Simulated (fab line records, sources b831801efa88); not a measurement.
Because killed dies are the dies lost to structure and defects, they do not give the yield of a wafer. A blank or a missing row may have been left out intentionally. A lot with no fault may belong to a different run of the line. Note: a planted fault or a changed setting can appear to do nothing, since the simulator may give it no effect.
Struck lot and sound lot, side by side :: flow gf180mcu :: 20 steps out of a route of 602
Sound: the wafers L611.1, L611.3, L611.4. Struck: wafers L616.3, L616.4, L616.5. The cause comes at the end.
At each step with rows: each side's tool, then ch and its chambers, then its first start. Under that, the readings that differ: sound wafers :: struck wafers :: difference of the means :: sigmas: that difference in standard deviations of wafers without a fault.
alike: a reading whose means differ by less than 2 such deviations, as well as words and numbers matching on both sides. not compared: withheld readings; readings where some wafer has no value; bounds like >300 that might hide an equal value; numbers whose values overlap and for which the record gives no deviation.
The two part at a step that has a row with sigmas, a row that says differs or no value, or rows on one side only. When numbers do not overlap yet have no deviation, they are printed without sigmas and do not part them. A reading that every wafer of one side lacks parts them only if that side has two wafers or more.

first, 6 steps without rows for these wafers: GF_M1_HMDS_08 (prime time 60 s); GF_M1_COAT_09 (resist thk 1000 nm); GF_M1_SOFTBAKE_10 (time 60 s); GF_M1_EXPOSE_11 (exposes mask Metal1, target cd 230 nm); GF_M1_PEB_12 (peb time 90 s); GF_M1_DEVELOP_13 (develop time 60 s).
GF_M1_CD_MEAS_14: target cd 230 nm.
  struck on cd sem-01, day 19 20:30; sound on cd sem-02, day 17 22:05
  alike: cd nm
GF_M1_OVL_MEAS_15:
  struck on overlay-02, day 19 20:35; sound on overlay-01, day 17 22:12
  alike: M1_OVL
GF_M1_METAL_ETCH_16: etches the open film in Cl2/BCl3, stops on SiO2, target depth 750.8 nm, time 125.1 s.
  sound on rie metal-04 ch 0,1, day 17 22:14; struck on rie metal-03 ch 0,1, day 19 20:39
  alike: bcl3 flow sccm, drypump motor current A, oes product au, throttle valve pct
  not compared: rf hours counter h
GF_M1_STRIP_17: strips in O2/N2.
  sound on plasma asher-03 ch 0,1, day 17 22:22; struck on plasma asher-03 ch 0,1, day 19 20:46
  alike: drypump motor current A, heater power w, oes product au, strip time to endpoint s
  not compared: rf hours counter h
then, 2 steps without rows for these wafers: GF_M1_STRIP_18 (strips in post etch residue remover, time 1200 s); GF_M1_CLEAN_19 (cleans in DIW).
GF_V1_CVD_00: deposits SiO2, target thk 600 nm, time 100 s.
  sound on hdpcvd-01 ch 0,1,2, day 17 22:56; struck on hdpcvd-02 ch 0,2, day 19 21:32
  alike: sih4 flow sccm, susceptor temp C
GF_V1_THK_MEAS_01:
  struck on film metro-02, day 19 21:37; sound on film metro-03, day 17 23:01
reading: V1_CVD_00_THK (nm)
sound: 587 601 595
struck: 1195 1197 1162
difference: +590
sigmas: +98
GF_V1_CVD_02: deposits SiO2 from TEOS, target thk 850 nm, time 94.851 s.
  sound on pecvd-03 ch 1,2, day 17 23:04; struck on pecvd-04 ch 0,2, day 19 21:40
  alike: heater power w, susceptor temp C
GF_V1_THK_MEAS_03:
  struck on film metro-03, day 19 21:45; sound on film metro-02, day 17 23:08
  alike: V1_CVD_02_THK
GF_V1_CMP_04: polishes SiO2.
  sound on cmp-01 ch 0,1,3, day 17 23:12; struck on cmp-01 ch 0,1,3, day 19 21:47
  alike: head pressure psi, motor current A, slurry filter dp kPa, time to endpoint s
GF_V1_BOW_MEAS_05:
  struck on film metro-02, day 19 22:08; sound on film metro-03, day 17 23:31
reading: V1_BOW (um)
sound: 76 81 89
struck: 95 98 114
difference: +20
sigmas: +3
then, 1 step without rows for these wafers: GF_V1_DEHYDRATE_06 (time 60 s).
-- the record jumps here: 11 days lie between the struck wafers' starts before and after (it left off in module V1 and takes up again in module PASSIVATION, whose first step shown is number 602 of the route) --
GF_PASSIVATION_PROBE_99:
  only the struck wafers here have rows in the record (prober-02, day 31 05:47); the sound ones have none

WHERE THEY PART
Earliest at GF_V1_THK_MEAS_01; latest, in this record, at GF_PASSIVATION_PROBE_99.

WHY: what the simulator had put in
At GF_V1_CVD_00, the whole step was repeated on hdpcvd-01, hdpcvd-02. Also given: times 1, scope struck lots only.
